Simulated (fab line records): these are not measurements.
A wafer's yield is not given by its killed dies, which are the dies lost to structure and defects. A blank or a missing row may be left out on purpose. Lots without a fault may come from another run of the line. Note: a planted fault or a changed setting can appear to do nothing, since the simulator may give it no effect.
fab line records -- flow sky130
[record] lots = 15, wafers = 45, last_day = 50
route steps=708 shown SD_P@359 LI_CONTACT@377 CONTACT@420 METAL5@672
lots untouched by any fault: they come from a run of this same line in which no faults occurred
start_h: start of the lot's first displayed wafer, in hours after the record's first day -- wait_h: time in hours since the lot's previous step -- " repeats the value in the row above -- L1.1+2: several wafers, shown together as one row -- - value missing, or start not given -- * or withheld: withheld -- < > ~ a bound
route shown NAME@n: NAME is a module with steps in the file, n the number in the route of the first one -- usual: mean and standard deviation over wafers with no fault -- same: alike in all rows -- chamber/n: place in a boat -- sites: the reading at each site -- _std_site: standard deviation of those values -- _edge_site: outer sites' mean less inner sites' -- radius_mm: for every site, how far away it sits from the centre of the wafer -- mask NAME#n: copy n -- behind: the most recent tool/chamber to have shaped the wafer -- hold: reason for holding the lot/hours on hold/outcome of the hold -- device: the n, p or np transistor that did not switch -- end of line: tests of these same wafers at the route's end -- a step with no rows: only its recipe -- killed: count of dies lost to structure and defects at first sort (not the wafer's yield) -- map: the dies of a wafer, with x for killed, . for not killed, _ for no die there
set.NAME: setting as actually run; set.NAME@STEP: the setting as run at that earlier step -- model.NAME: the simulator's own value behind a step, which no gauge read
a sample of lots followed through the steps of the route, with each step as a table and each wafer as a row
services: from which hour (start_h, from the record's first day; less than 0 if before it) a tool's chamber was out of use, for how many hours, and why
[[steps]]
[step SKY_SD_N_RS_MEAS_17]
[recipe] thk_meas_gauge = four-point-probe
[usual] SD_P_RS = 147.0/0.42
lot.wafer,tool,chamber,start_h,wait_h,SD_P_RS[ohm/sq]
L682.2,film_metro-02,-,635.29,0.1,146.9
L682.4,film_metro-02,-,635.29,0.1,147.5
L682.5,film_metro-02,-,635.29,0.1,147.5
L683.1,film_metro-02,-,649.22,0.1,147.4
L683.3,film_metro-02,-,649.22,0.1,146.8
L683.6,film_metro-02,-,649.22,0.1,147.6
L684.1,film_metro-04,-,654.85,0.1,146.6
L684.3,film_metro-04,-,654.85,0.1,146.5
L684.6,film_metro-04,-,654.85,0.1,146.7
L685.1,film_metro-01,-,655.77,0.1,146.9
L685.5,film_metro-01,-,655.77,0.1,147.2
L685.6,film_metro-01,-,655.77,0.1,147.2
L686.4,film_metro-02,-,670.06,0.1,147.2
L686.5,film_metro-02,-,670.06,0.1,147.5
L686.6,film_metro-02,-,670.06,0.1,147.1
L688.1,film_metro-02,-,705.25,0.1,147.3
L688.4,film_metro-02,-,705.25,0.1,146.8
L688.5,film_metro-02,-,705.25,0.1,147.2
L689.1,film_metro-02,-,708.35,0.1,147.6
L689.2,film_metro-02,-,708.35,0.1,146.9
L689.3,film_metro-02,-,708.35,0.1,147.2
L690.2,film_metro-02,-,711.57,0.1,146.6
L690.5,film_metro-02,-,711.57,0.1,146.1
L690.6,film_metro-02,-,711.57,0.1,146.9
L691.2,film_metro-02,-,716.74,0.1,146.5
L691.4,film_metro-02,-,716.74,0.1,147.1
L691.5,film_metro-02,-,716.74,0.1,146.5
L692.1,film_metro-01,-,725.05,0.1,147.5
L692.2,film_metro-01,-,725.05,0.1,147.6
L692.5,film_metro-01,-,725.05,0.1,147.6
L694.3,film_metro-01,-,735.82,0.1,147.8
L694.5,film_metro-01,-,735.82,0.1,147.9
L694.6,film_metro-01,-,735.82,0.1,147.7
L695.2,film_metro-01,-,745.32,0.1,147.0
L695.3,film_metro-01,-,745.32,0.1,146.3
L695.5,film_metro-01,-,745.32,0.1,146.7
L696.2,film_metro-01,-,769.70,0.1,147.2
L696.4,film_metro-01,-,769.70,0.1,147.8
L696.5,film_metro-01,-,769.70,0.1,147.0
L697.2,film_metro-02,-,771.20,0.1,146.8
L697.3,film_metro-02,-,771.20,0.1,147.0
L697.4,film_metro-02,-,771.20,0.1,146.9
L705.2,film_metro-01,-,823.07,0.1,147.1
L705.3,film_metro-01,-,823.07,0.1,147.2
L705.5,film_metro-01,-,823.07,0.1,147.1
[step SKY_LI_CONTACT_ETCH_15]
[recipe] target = PSG, chemistry = C4F8/O2/Ar, stop_on = Si, taper_deg = 4.15, mask_material = KrF-thick, source_w = 1500, bias_w = 1200, pressure_mtorr = 40, c4f8_flow_sccm = withheld, O2_flow_sccm = 6, Ar_flow_sccm = 300, time_s = withheld, target_depth_a = 6000
[usual] oes_product_au = 0.838/0.0046
lot.wafer,tool,chamber,start_h,wait_h,oes_product_au
L682.2,rie_diel-02,3,664.68,0.0,0.835
L682.4,rie_diel-02,0,664.68,0.0,0.844
L682.5,rie_diel-02,0,664.68,0.0,0.842
L683.1,rie_diel-03,0,678.28,0.0,0.843
L683.3,rie_diel-03,1,678.28,0.0,0.846
L683.6,rie_diel-03,1,678.28,0.0,0.834
L684.1,rie_diel-04,1,683.39,0.0,0.838
L684.3,rie_diel-04,0,683.39,0.0,0.832
L684.6,rie_diel-04,0,683.39,0.0,0.831
L685.1,rie_diel-03,2,685.24,0.0,0.833
L685.5,rie_diel-03,2,685.24,0.0,0.836
L685.6,rie_diel-03,3,685.24,0.0,0.841
L686.4,rie_diel-03,2,698.44,0.0,0.832
L686.5,rie_diel-03,0,698.44,0.0,0.838
L686.6,rie_diel-03,1,698.44,0.0,0.839
L688.1,rie_diel-02,2,734.03,0.0,0.840
L688.4,rie_diel-02,0,734.03,0.0,0.836
L688.5,rie_diel-02,3,734.03,0.0,0.835
L689.1,rie_diel-03,0,737.10,0.0,0.830
L689.2,rie_diel-03,2,737.10,0.0,0.844
L689.3,rie_diel-03,1,737.10,0.0,0.841
L690.2,rie_diel-04,2,740.68,0.0,0.838
L690.5,rie_diel-04,2,740.68,0.0,0.832
L690.6,rie_diel-04,3,740.68,0.0,0.838
L691.2,rie_diel-04,3,745.73,0.0,0.835
L691.4,rie_diel-04,2,745.73,0.0,0.844
L691.5,rie_diel-04,0,745.73,0.0,0.837
L692.1,rie_diel-02,0,752.64,0.0,0.836
L692.2,rie_diel-02,2,752.64,0.0,0.841
L692.5,rie_diel-02,0,752.64,0.0,0.835
L694.3,rie_diel-03,2,763.49,0.0,0.842
L694.5,rie_diel-03,0,763.49,0.0,0.845
L694.6,rie_diel-03,1,763.49,0.0,0.836
L695.2,rie_diel-03,2,773.13,0.0,0.832
L695.3,rie_diel-03,0,773.13,0.0,0.833
L695.5,rie_diel-03,2,773.13,0.0,0.836
L696.2,rie_diel-02,1,799.10,0.0,0.838
L696.4,rie_diel-02,0,799.10,0.0,0.833
L696.5,rie_diel-02,1,799.10,0.0,0.844
L697.2,rie_diel-04,1,799.80,0.0,0.824
L697.3,rie_diel-04,2,799.80,0.0,0.842
L697.4,rie_diel-04,2,799.80,0.0,0.837
L705.2,rie_diel-02,1,850.90,0.0,0.837
L705.3,rie_diel-02,0,850.90,0.0,0.830
L705.5,rie_diel-02,0,850.90,0.0,0.839
[step SKY_CONTACT_CD_MEAS_14]
[recipe] target_cd_nm = 170
[usual] cd_nm = 169.9/1.2
lot.wafer,tool,chamber,start_h,wait_h,cd_nm
L682.2,cd_sem-01,-,723.53,-,171.4
L682.4,cd_sem-01,-,723.53,-,170.7
L682.5,cd_sem-01,-,723.53,-,172.0
L683.1,cd_sem-02,-,737.46,-,170.0
L683.3,cd_sem-02,-,737.46,-,169.6
L683.6,cd_sem-02,-,737.46,-,170.0
L684.1,cd_sem-02,-,741.91,-,171.1
L684.3,cd_sem-02,-,741.91,-,169.6
L684.6,cd_sem-02,-,741.91,-,170.4
L685.1,cd_sem-01,-,743.76,-,170.5
L685.5,cd_sem-01,-,743.76,-,170.6
L685.6,cd_sem-01,-,743.76,-,171.2
L686.4,cd_sem-01,-,756.21,-,170.8
L686.5,cd_sem-01,-,756.21,-,171.2
L686.6,cd_sem-01,-,756.21,-,171.7
L688.1,cd_sem-01,-,790.16,-,171.9
L688.4,cd_sem-01,-,790.16,-,169.8
L688.5,cd_sem-01,-,790.16,-,170.7
L689.1,cd_sem-02,-,792.64,-,169.8
L689.2,cd_sem-02,-,792.64,-,169.7
L689.3,cd_sem-02,-,792.64,-,169.6
L690.2,cd_sem-02,-,797.41,-,170.3
L690.5,cd_sem-02,-,797.41,-,172.3
L690.6,cd_sem-02,-,797.41,-,171.0
L691.2,cd_sem-01,-,802.18,-,170.8
L691.4,cd_sem-01,-,802.18,-,170.2
L691.5,cd_sem-01,-,802.18,-,170.2
L692.1,cd_sem-01,-,810.15,-,169.0
L692.2,cd_sem-01,-,810.15,-,168.5
L692.5,cd_sem-01,-,810.15,-,168.3
L694.3,cd_sem-01,-,819.70,-,169.7
L694.5,cd_sem-01,-,819.70,-,170.0
L694.6,cd_sem-01,-,819.70,-,169.6
L695.2,cd_sem-02,-,830.63,-,168.3
L695.3,cd_sem-02,-,830.63,-,168.9
L695.5,cd_sem-02,-,830.63,-,169.6
L696.2,cd_sem-02,-,854.98,-,169.5
L696.4,cd_sem-02,-,854.98,-,168.9
L696.5,cd_sem-02,-,854.98,-,169.3
L697.2,cd_sem-01,-,855.93,-,170.7
L697.3,cd_sem-01,-,855.93,-,171.5
L697.4,cd_sem-01,-,855.93,-,171.8
L705.2,cd_sem-02,-,906.22,-,169.0
L705.3,cd_sem-02,-,906.22,-,169.8
L705.5,cd_sem-02,-,906.22,-,169.0
[step SKY_METAL5_EXPOSE_11]
[recipe] mask_id = MM5, na = 0.6, source_shape = conventional, sigma_outer = 0.6, polarization = unpolarized, target_cd_nm = 1600, dose_mj = 190
[usual] exposure_dose_mJ_cm2 = 189.92/0.19, focus_offset_nm = 0.0/0.53
lot.wafer,tool,chamber,start_h,wait_h,mask,exposure_dose_mJ_cm2,focus_offset_nm
L682.2,iline_stepper-02,0,1010.01,-,MM5#0,189.99,-0.7
L682.4,iline_stepper-02,0,1010.01,-,MM5#0,189.97,-0.5
L682.5,iline_stepper-02,0,1010.01,-,MM5#0,190.04,-1.0
L683.1,iline_stepper-01,0,1021.63,-,MM5#0,190.06,-0.6
L683.3,iline_stepper-01,0,1021.63,-,MM5#0,189.92,-0.5
L683.6,iline_stepper-01,0,1021.63,-,MM5#0,190.04,-0.3
L685.1,iline_stepper-02,0,1026.84,-,MM5#0,189.77,0.0
L685.5,iline_stepper-02,0,1026.84,-,MM5#0,189.61,0.2
L685.6,iline_stepper-02,0,1026.84,-,MM5#0,189.77,-0.1
L684.1,iline_stepper-01,0,1027.31,-,MM5#0,189.85,0.3
L684.3,iline_stepper-01,0,1027.31,-,MM5#0,189.82,-0.1
L684.6,iline_stepper-01,0,1027.31,-,MM5#0,189.73,-0.1
L686.4,iline_stepper-02,0,1038.10,-,MM5#0,190.02,1.4
L686.5,iline_stepper-02,0,1038.10,-,MM5#0,190.10,1.0
L686.6,iline_stepper-02,0,1038.10,-,MM5#0,189.90,0.0
L688.1,iline_stepper-02,0,1061.60,-,MM5#0,189.95,0.4
L688.4,iline_stepper-02,0,1061.60,-,MM5#0,189.74,0.3
L688.5,iline_stepper-02,0,1061.60,-,MM5#0,189.75,0.9
L689.1,iline_stepper-02,0,1066.25,-,MM5#0,189.85,-0.5
L689.2,iline_stepper-02,0,1066.25,-,MM5#0,189.75,-0.5
L689.3,iline_stepper-02,0,1066.25,-,MM5#0,189.90,-0.8
L690.2,iline_stepper-02,0,1068.72,-,MM5#0,190.15,0.7
L690.5,iline_stepper-02,0,1068.72,-,MM5#0,189.95,-0.9
L690.6,iline_stepper-02,0,1068.72,-,MM5#0,190.06,0.8
L691.2,iline_stepper-02,0,1073.26,-,MM5#0,189.84,0.5
L691.4,iline_stepper-02,0,1073.26,-,MM5#0,189.74,0.8
L691.5,iline_stepper-02,0,1073.26,-,MM5#0,189.74,0.5
L692.1,iline_stepper-02,0,1080.60,-,MM5#0,190.00,0.1
L692.2,iline_stepper-02,0,1080.60,-,MM5#0,189.93,-0.3
L692.5,iline_stepper-02,0,1080.60,-,MM5#0,189.80,0.2
L694.3,iline_stepper-01,0,1089.23,-,MM5#0,189.95,-0.3
L694.5,iline_stepper-01,0,1089.23,-,MM5#0,189.73,0.4
L694.6,iline_stepper-01,0,1089.23,-,MM5#0,189.53,0.1
L695.2,iline_stepper-02,-,1096.85,-,MM5#0,-,-
L695.3,iline_stepper-02,-,1096.85,-,MM5#0,-,-
L695.5,iline_stepper-02,-,1096.85,-,MM5#0,-,-
L697.2,iline_stepper-01,-,1113.90,-,MM5#0,-,-
L697.3,iline_stepper-01,-,1113.90,-,MM5#0,-,-
L697.4,iline_stepper-01,-,1113.90,-,MM5#0,-,-
L696.2,iline_stepper-01,-,1115.56,-,MM5#0,-,-
L696.4,iline_stepper-01,-,1115.56,-,MM5#0,-,-
L696.5,iline_stepper-01,-,1115.56,-,MM5#0,-,-
L705.2,iline_stepper-02,0,1153.00,-,MM5#0,189.81,0.3
L705.3,iline_stepper-02,0,1153.00,-,MM5#0,189.72,-0.3
L705.5,iline_stepper-02,0,1153.00,-,MM5#0,189.90,0.0
[[services]]
tool,chamber,start_h,hours,kind
rie_diel-02,3,653.61,4.0,repair
iline_stepper-02,-,668.95,15.1,repair
rie_diel-02,1,672.35,2.1,repair
rie_diel-02,2,674.16,54.6,repair
iline_stepper-02,-,737.92,1.7,pm
iline_stepper-02,-,767.55,2.3,repair
rie_diel-03,3,770.08,9.0,repair
rie_diel-02,2,773.54,4.8,repair
iline_stepper-01,-,778.83,2.1,pm
rie_diel-02,2,792.14,6.0,repair
rie_diel-02,3,800.50,8.5,repair
iline_stepper-01,-,816.40,1.7,pm
iline_stepper-02,-,868.39,4.4,pm
rie_diel-02,-,894.71,2.8,pm
rie_diel-03,1,938.79,5.1,repair
iline_stepper-02,-,954.65,13.3,repair
iline_stepper-01,-,959.15,21.5,repair
iline_stepper-02,-,980.10,1.7,pm
iline_stepper-02,-,981.76,2.1,pm
iline_stepper-01,-,983.85,8.9,pm
rie_diel-02,2,1002.32,1.3,repair
iline_stepper-01,-,1034.58,1.7,pm
iline_stepper-01,-,1050.35,4.4,pm
rie_diel-02,3,1062.39,3.0,repair
[[key]]
[first_sign] step = SKY_METAL5_EXPOSE_11, reading = tool_record, direction = missing
effect none on later readings
met_at SKY_METAL5_EXPOSE_11
struck_lots L695,L696,L697
later_rows_left_out L695.2,L695.3,L695.5,L696.2,L696.4,L696.5,L697.2,L697.3,L697.4
sort_left_out L695.2,L695.3,L695.5,L696.2,L696.4,L696.5,L697.2,L697.3,L697.4
not_acting_at SKY_SD_N_RS_MEAS_17,SKY_LI_CONTACT_ETCH_15,SKY_CONTACT_CD_MEAS_14
onset_between 1089.23 1096.85
[fault] kind = skipped_step_whole, tool = iline_stepper-01,iline_stepper-02, chamber = -, onset_h = 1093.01, steps = SKY_METAL5_EXPOSE_11, scope = struck_lots_only
// sort_left_out: the simulated sort isn't trusted on such a fault, so these wafers' sort isn't shown, and their yield isn't known
// later_rows_left_out: the simulator's readings of these wafers behind a module that went badly wrong aren't trusted and aren't shown, but for the sort
